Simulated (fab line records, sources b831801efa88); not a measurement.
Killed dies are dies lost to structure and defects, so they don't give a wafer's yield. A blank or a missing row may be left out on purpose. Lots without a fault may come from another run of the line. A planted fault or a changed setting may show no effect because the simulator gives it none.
fab line records | flow sky130
record lots=14 wafers=42 last_day=50
route steps=708 shown LI_CONTACT@363 LOCAL_INTERCONNECT@394 PAD_OPEN@708
lots that met no fault: from a run of the same line without faults
start_h: hours from the record's first day to the start of the lot's first wafer shown | wait_h: hours since the lot's step before | " the same as in the row above | L1.1+2: a row that stands for several wafers | - no value, or no start given | * or withheld: withheld | < > ~ a bound
route shown NAME@n: a module of which the file shows steps, and the number in the route of the first | usual: mean/standard deviation of fault-free wafers | same: alike in all rows | chamber/n: place in a boat | sites: the reading at each site | _std_site: their standard deviation | _edge_site: outer sites' mean less inner sites' | radius_mm: how far each site lies from the wafer's centre | mask NAME#n: copy n | behind: the tool/chamber that last shaped the wafer | hold: why the lot was held/for how many hours/how that ended | device: the transistor (n, p or np) that didn't switch | end of line: the same wafers' tests at the end of the route | a step without rows: its recipe alone | killed: dies lost to structure and defects at the first sort, not the wafer's yield | map: a wafer's dies, x killed, . not, _ none there
set.NAME: the setting as run; set.NAME@STEP: as run at that earlier step | model.NAME: the simulator's own value behind a step, which no gauge read
steps of the route over a sample of lots; a table a step, a row a wafer
services: from which hour (start_h, from the record's first day; less than 0 if before it) a tool's chamber was out of use, for how many hours, and why
## steps
# step SKY_LI_CONTACT_THK_MEAS_01
# recipe reads=PSG_of_LI_CONTACT_HDPCVD_00
# usual LI_CONTACT_HDPCVD_THK=936/9.9
# columns lot.wafer tool chamber start_h wait_h LI_CONTACT_HDPCVD_THK[nm]
L825.1 film_metro-02 - 655.07 0.1 946
L825.4 " - " " 943
L825.6 " - " " 943
L826.4 film_metro-03 - 662.50 0.0 936
L826.5 " - " " 932
L826.6 " - " " 931
L827.1 film_metro-01 - 665.52 0.1 921
L827.4 " - " " 925
L827.6 " - " " 927
L828.2 film_metro-01 - 676.68 0.1 933
L828.3 " - " " 921
L828.5 " - " " 933
L829.2 film_metro-02 - 692.31 0.1 918
L829.5 " - " " 917
L829.6 " - " " 928
L830.4 film_metro-01 - 699.43 0.0 916
L830.5 " - " " 937
L830.6 " - " " 940
L833.1 film_metro-03 - 733.42 0.1 942
L833.2 " - " " 946
L833.4 " - " " 936
L834.2 film_metro-01 - 733.46 0.1 954
L834.3 " - " " 940
L834.6 " - " " 953
L835.2 film_metro-03 - 737.27 0.1 931
L835.3 " - " " 940
L835.4 " - " " 928
L836.1 film_metro-02 - 742.25 0.1 934
L836.4 " - " " 941
L836.5 " - " " 935
L837.1 film_metro-03 - 750.82 0.1 942
L837.4 " - " " 946
L837.5 " - " " 935
L839.2 film_metro-03 - 769.31 0.1 934
L839.3 " - " " 925
L839.6 " - " " 951
L847.1 film_metro-02 - 828.21 0.1 929
L847.2 " - " " 932
L847.5 " - " " 921
L848.2 film_metro-03 - 830.01 0.1 939
L848.4 " - " " 946
L848.5 " - " " 935
# step SKY_LI_CONTACT_CMP_02
# recipe material=PSG down_force_psi=4 platen_rpm=60 pad_velocity_m_s=0.94248
# usual motor_current_A=12.7/1.1 slurry_flow_ml_min=150.0/0.5 time_to_endpoint_s=34.3/2.9
# columns lot.wafer tool chamber start_h wait_h motor_current_A slurry_flow_ml_min time_to_endpoint_s
L825.1 cmp-02 2 655.23 0.1 11.0 150.4 32.2
L825.4 " 3 " " 13.3 150.3 28.9
L825.6 " 0 " " 12.8 150.0 31.8
L826.4 cmp-01 1 662.58 0.1 14.2 149.9 31.2
L826.6 " 0 " " 13.5 149.4 27.1
L826.5 " 1 " " 13.6 150.2 31.5
L827.4 cmp-02 2 665.68 0.1 11.2 150.3 31.7
L827.1 " 3 " " 14.1 149.9 27.3
L827.6 " 1 " " 11.3 149.2 35.0
L828.3 cmp-01 3 676.78 0.1 12.7 150.0 34.2
L828.2 " 1 " " 13.8 150.3 33.4
L828.5 " 3 " " 12.3 149.6 33.9
L829.2 cmp-01 3 692.51 0.2 12.7 150.0 35.6
L829.6 " 0 " " 13.4 149.6 33.0
L829.5 " 1 " " 14.8 149.8 35.0
L830.4 cmp-02 1 699.46 0.0 11.2 149.7 39.5
L830.5 " 1 " " 11.2 150.6 39.1
L830.6 " 2 " " 12.1 151.1 38.7
L833.1 cmp-02 3 733.53 0.1 14.1 150.5 30.5
L833.4 " 0 " " 13.7 150.7 32.0
L833.2 " 1 " " 11.3 151.0 37.0
L834.3 cmp-02 1 733.78 0.3 11.1 150.4 36.8
L834.2 " 3 " " 13.8 150.8 36.1
L834.6 " 1 " " 10.9 150.2 38.6
L835.2 cmp-01 1 737.32 0.0 14.3 150.5 32.2
L835.4 " 2 " " 11.6 150.0 32.5
L835.3 " 0 " " 13.2 150.4 29.1
L836.1 cmp-02 0 742.31 0.1 13.0 151.3 32.3
L836.4 " 1 " " 11.4 150.1 39.2
L836.5 " 1 " " 11.2 150.1 39.0
L837.1 cmp-01 2 750.93 0.1 12.3 149.8 33.3
L837.4 " 0 " " 13.0 150.5 33.5
L837.5 " 1 " " 14.0 149.7 33.3
L839.3 cmp-01 2 769.41 0.1 12.5 150.0 33.6
L839.2 " 0 " " 13.6 149.7 31.7
L839.6 " 2 " " 11.7 149.7 35.3
L847.1 cmp-02 2 828.32 0.1 11.7 150.0 34.7
L847.2 " 0 " " 13.0 150.6 31.3
L847.5 " 1 " " 11.1 149.7 33.0
L848.4 cmp-01 0 830.06 0.0 12.9 150.3 31.8
L848.2 " 2 " " 12.8 149.3 31.6
L848.5 " 1 " " 14.9 150.0 33.0
# step SKY_LI_CONTACT_CD_MEAS_12
# recipe target_cd_nm=170
# usual cd_nm=169.9/1.5
# columns lot.wafer tool chamber start_h wait_h cd_nm
L825.1 cd_sem-02 - 684.20 - 166.9
L825.4 " - " " 168.1
L825.6 " - " " 169.0
L826.4 cd_sem-02 - 690.41 - 170.0
L826.5 " - " " 170.5
L826.6 " - " " 169.0
L827.1 cd_sem-01 - 694.92 - 169.4
L827.4 " - " " 167.5
L827.6 " - " " 168.6
L828.2 cd_sem-02 - 705.34 - 172.1
L828.3 " - " " 170.7
L828.5 " - " " 170.6
L829.2 cd_sem-01 - 720.41 - 170.7
L829.5 " - " " 169.1
L829.6 " - " " 171.5
L830.4 cd_sem-01 - 727.18 - 173.8
L830.5 " - " " 173.5
L830.6 " - " " 174.0
L833.1 cd_sem-01 - 761.00 - 170.3
L833.2 " - " " 171.3
L833.4 " - " " 170.5
L834.2 cd_sem-01 - 761.34 - 172.3
L834.3 " - " " 172.2
L834.6 " - " " 171.6
L835.2 cd_sem-01 - 765.61 - 172.4
L835.3 " - " " 170.3
L835.4 " - " " 171.0
L836.1 cd_sem-01 - 770.67 - 168.3
L836.4 " - " " 169.7
L836.5 " - " " 167.9
L837.1 cd_sem-01 - 778.65 - 170.7
L837.4 " - " " 170.6
L837.5 " - " " 168.4
L839.2 cd_sem-02 - 797.07 - 168.9
L839.3 " - " " 166.5
L839.6 " - " " 170.3
L847.1 cd_sem-02 - 854.60 - 169.9
L847.2 " - " " 169.5
L847.5 " - " " 171.1
L848.2 cd_sem-02 - 857.27 - 170.2
L848.4 " - " " 170.6
L848.5 " - " " 170.5
# step SKY_LOCAL_INTERCONNECT_SOFTBAKE_07
# recipe temp_c=100 time_s=90 resist=KrF-thick
# usual heater_power_total_W=57.35/0.11 plate_temp_C=99.99/0.13
# columns lot.wafer tool chamber start_h wait_h heater_power_total_W plate_temp_C
L825.1 litho_track-01 0 699 - 57.50 99.97
L825.4 " 0 " " 57.21 99.96
L825.6 " 0 700 - 57.43 99.98
L826.4 litho_track-02 0 705 - 57.33 100.11
L826.5 " 0 " " 57.34 100.10
L826.6 " 0 " " 57.43 99.99
L827.1 litho_track-02 0 710 - 57.47 100.03
L827.4 " 0 " " 57.33 99.90
L827.6 " 0 711 - 57.26 99.88
L828.2 litho_track-02 0 721 - 57.25 100.17
L828.3 " 0 " " 57.26 99.84
L828.5 " 0 " " 57.32 99.86
L830.4 litho_track-04 0 742 - 57.29 100.02
L830.5 " 0 " " 57.35 99.98
L830.6 " 0 " " 57.25 100.07
L829.2 litho_track-04 0 745 - 57.37 99.86
L829.5 " 0 " " 57.38 99.78
L829.6 " 0 " " 57.30 99.92
L833.1 litho_track-04 0 775 - 57.41 99.93
L833.2 " 0 " " 57.30 99.87
L833.4 " 0 " " 57.36 100.04
L834.2 litho_track-02 0 776 - 57.29 100.04
L834.3 " 0 " " 57.22 100.03
L834.6 " 0 " " 57.55 99.97
L835.2 litho_track-02 0 780 - 57.32 99.82
L835.3 " 0 " " 57.26 99.81
L835.4 " 0 " " 57.42 99.91
L836.1 litho_track-02 0 785 - 57.32 100.06
L836.4 " 0 " " 57.18 100.11
L836.5 " 0 " " 57.48 100.20
L837.1 litho_track-02 0 793 - 54.43 96.19
L837.4 " 0 " " 54.39 96.35
L837.5 " 0 " " 54.53 96.20
L839.2 litho_track-02 0 812 - 54.35 96.33
L839.3 " 0 " " 54.45 96.34
L839.6 " 0 " " 54.43 96.46
L847.1 litho_track-04 0 868 - 57.24 99.86
L847.2 " 0 " " 57.44 100.05
L847.5 " 0 " " 57.48 100.10
L848.2 litho_track-02 0 871 - 57.51 99.93
L848.4 " 0 " " 57.18 99.99
L848.5 " 0 " " 57.48 99.90
# step SKY_PAD_OPEN_PROBE_99
# usual killed_at_M0_to_M3=42/6.3 killed_at_M4_up=2.8/1.9 killed_at_contacts=23/5.3 killed_at_front_end=16/4.3 killed_at_other=0.2/0.51 killed_dies=84/9.3 killed_open=46/7.6 killed_short=38/6.3
# same gross_dies=492 killed_at_back_side=0
# columns lot.wafer tool chamber start_h wait_h killed_at_M0_to_M3 killed_at_M4_up killed_at_contacts killed_at_front_end killed_at_other killed_dies killed_open killed_short
L829.2 prober-02 - 1118.78 0.1 55 3 15 12 0 85 49 36
L829.5 prober-02 - 1118.93 0.2 40 2 33 20 1 96 58 38
L829.6 prober-02 - 1118.98 0.2 44 4 17 12 0 77 50 27
L836.1 prober-01 - 1147.57 0.1 43 5 22 29 0 99 54 45
L836.4 prober-01 - 1147.72 0.2 51 3 21 8 0 83 51 32
L836.5 prober-01 - 1147.77 0.2 33 5 25 17 0 80 38 42
L837.1 prober-01 - 1151.84 0.1 49 0 19 12 0 80 53 27
L837.4 prober-01 - 1151.99 0.2 44 3 34 20 0 101 58 43
L837.5 prober-01 - 1152.04 0.2 31 5 19 15 0 70 37 33
L839.2 prober-01 - 1167.57 0.1 53 2 28 22 0 105 62 43
L839.3 prober-01 - 1167.62 0.2 36 5 23 19 0 83 46 37
L839.6 prober-01 - 1167.77 0.2 42 5 22 21 0 90 53 37
L848.2 prober-01 - 1205.43 0.1 54 3 29 15 0 101 57 44
L848.4 prober-01 - 1205.53 0.2 43 2 34 20 0 99 63 36
L848.5 prober-01 - 1205.58 0.2 60 1 25 16 0 102 55 47
# killed by level:class
L829.2 VIA1:geometric_particle:open=12 VIA3:geometric_particle:open=9 METAL2:geometric_particle:short=8 VIA1:geometric_particle:short=5 LI_CONTACT:geometric_particle:open=5 CONTACT:geometric_particle:open=5 VIA2:geometric_particle:open=5 FIELD_ISO:geometric_particle:open=4
L829.5 CONTACT:geometric_particle:open=13 VIA2:geometric_particle:open=12 VIA1:geometric_particle:open=8 POLY_GATE:geometric_particle:open=7 LI_CONTACT:geometric_particle:open=7 LI_CONTACT:geometric_particle:short=5 VIA3:geometric_particle:open=5 VIA1:geometric_particle:short=5
L829.6 VIA1:geometric_particle:open=16 VIA3:geometric_particle:open=7 CONTACT:geometric_particle:open=6 LI_CONTACT:geometric_particle:open=5 FIELD_ISO:geometric_particle:open=3 CONTACT:geometric_particle:short=3 METAL1:geometric_particle:short=3 METAL1:geometric_particle:open=3
L836.1 VIA1:geometric_particle:open=13 CONTACT:geometric_particle:open=9 FIELD_ISO:geometric_particle:open=7 POLY_GATE:geometric_particle:open=7 LI_CONTACT:geometric_particle:open=7 POLY_GATE:geometric_particle:short=6 VIA2:geometric_particle:short=6 VIA1:geometric_particle:short=5
L836.4 VIA1:geometric_particle:open=11 VIA3:geometric_particle:open=11 VIA2:geometric_particle:open=10 CONTACT:geometric_particle:short=7 CONTACT:geometric_particle:open=7 LI_CONTACT:geometric_particle:open=5 VIA1:geometric_particle:short=5 METAL1:geometric_particle:short=4
L836.5 FIELD_ISO:geometric_particle:short=9 CONTACT:geometric_particle:short=8 CONTACT:geometric_particle:open=7 FIELD_ISO:geometric_particle:open=6 VIA2:geometric_particle:open=6 VIA1:geometric_particle:open=6 METAL2:geometric_particle:short=6 LI_CONTACT:geometric_particle:open=4
L837.1 VIA3:geometric_particle:open=10 VIA2:geometric_particle:open=10 LI_CONTACT:geometric_particle:open=8 VIA1:geometric_particle:open=8 METAL1:geometric_particle:short=6 CONTACT:geometric_particle:open=5 METAL2:geometric_particle:short=5 FIELD_ISO:geometric_particle:open=4
L837.4 VIA1:geometric_particle:open=11 CONTACT:geometric_particle:open=11 LI_CONTACT:geometric_particle:open=9 VIA3:geometric_particle:open=8 POLY_GATE:geometric_particle:short=6 METAL1:geometric_particle:short=6 FIELD_ISO:geometric_particle:short=5 CONTACT:geometric_particle:short=5
L837.5 FIELD_ISO:geometric_particle:short=8 CONTACT:geometric_particle:open=8 METAL1:geometric_particle:short=7 LI_CONTACT:geometric_particle:open=7 VIA1:geometric_particle:short=7 VIA2:geometric_particle:open=6 VIA1:geometric_particle:open=3 VIA3:geometric_particle:open=3
L839.2 CONTACT:geometric_particle:open=13 VIA1:geometric_particle:open=11 VIA3:geometric_particle:open=9 VIA2:geometric_particle:open=8 FIELD_ISO:geometric_particle:open=7 METAL2:geometric_particle:short=6 FIELD_ISO:geometric_particle:short=5 CONTACT:geometric_particle:short=5
L839.3 VIA1:geometric_particle:open=13 METAL1:geometric_particle:short=8 FIELD_ISO:geometric_particle:short=7 LI_CONTACT:geometric_particle:open=7 CONTACT:geometric_particle:open=7 VIA2:geometric_particle:open=7 CONTACT:geometric_particle:short=5 POLY_GATE:geometric_particle:short=4
L839.6 VIA1:geometric_particle:open=10 VIA3:geometric_particle:open=8 CONTACT:geometric_particle:open=7 CONTACT:geometric_particle:short=7 FIELD_ISO:geometric_particle:open=6 LI_CONTACT:geometric_particle:open=6 FIELD_ISO:geometric_particle:short=5 METAL4:geometric_particle:short=5
L848.2 VIA1:geometric_particle:open=15 CONTACT:geometric_particle:open=14 VIA1:geometric_particle:short=9 VIA3:geometric_particle:open=8 CONTACT:geometric_particle:short=6 METAL2:geometric_particle:short=6 POLY_GATE:geometric_particle:short=5 LI_CONTACT:geometric_particle:open=5
L848.4 CONTACT:geometric_particle:open=18 VIA1:geometric_particle:open=12 VIA3:geometric_particle:open=8 POLY_GATE:geometric_particle:short=7 LI_CONTACT:geometric_particle:open=7 VIA1:geometric_particle:short=7 VIA2:geometric_particle:open=6 FIELD_ISO:geometric_particle:open=4
L848.5 CONTACT:geometric_particle:open=13 VIA2:geometric_particle:open=10 METAL2:geometric_particle:short=9 VIA1:geometric_particle:open=8 METAL1:geometric_particle:short=7 VIA1:geometric_particle:short=5 VIA2:geometric_particle:short=5 VIA3:geometric_particle:short=5
## services
# columns tool chamber start_h hours kind
cmp-02 - 633.82 2.6 repair
cmp-02 - 648.18 2.4 repair
cmp-01 - 656.83 0.6 repair
cmp-02 - 668.19 3.7 pm
cmp-02 - 683.25 1.2 repair
cmp-02 - 711.17 3.6 repair
cmp-02 - 722.43 0.6 repair
cmp-01 - 727.36 6.8 pm
cmp-02 - 746.01 4.0 pm
cmp-01 - 746.53 2.2 repair
cmp-02 - 750.01 - consumable_replace:conditioner
cmp-02 - 750.01 - consumable_replace:pad
cmp-01 - 808.35 1.1 repair
cmp-01 - 838.99 16.3 pm
## key
first_sign step=SKY_LOCAL_INTERCONNECT_SOFTBAKE_07 reading=plate_temp_C direction=down sigmas=29 usual=* struck=*
effect step=SKY_LOCAL_INTERCONNECT_SOFTBAKE_07 reading=heater_power_total_W direction=down sigmas=28 usual=* struck=*
met_at SKY_LOCAL_INTERCONNECT_SOFTBAKE_07
struck_lots L837,L839
tester_left_out L837,L839
not_acting_at SKY_LI_CONTACT_THK_MEAS_01,SKY_LI_CONTACT_CMP_02,SKY_LI_CONTACT_CD_MEAS_12
onset_between 785 793
fault kind=process_parameter_drift tool=litho_track-02 chamber=- onset_h=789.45 steps=SKY_LOCAL_INTERCONNECT_SOFTBAKE_07 channel=temp_c offset=* shape=step end_h=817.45 acts_in=* stated=*
# tester_left_out: of these lots the tester's yield and bins aren't shown, on N5 and GAA mostly nor the transistor test; their killed dies are dies lost to structure and defects alone, not to doping, threshold or leakage, so they don't give the yield
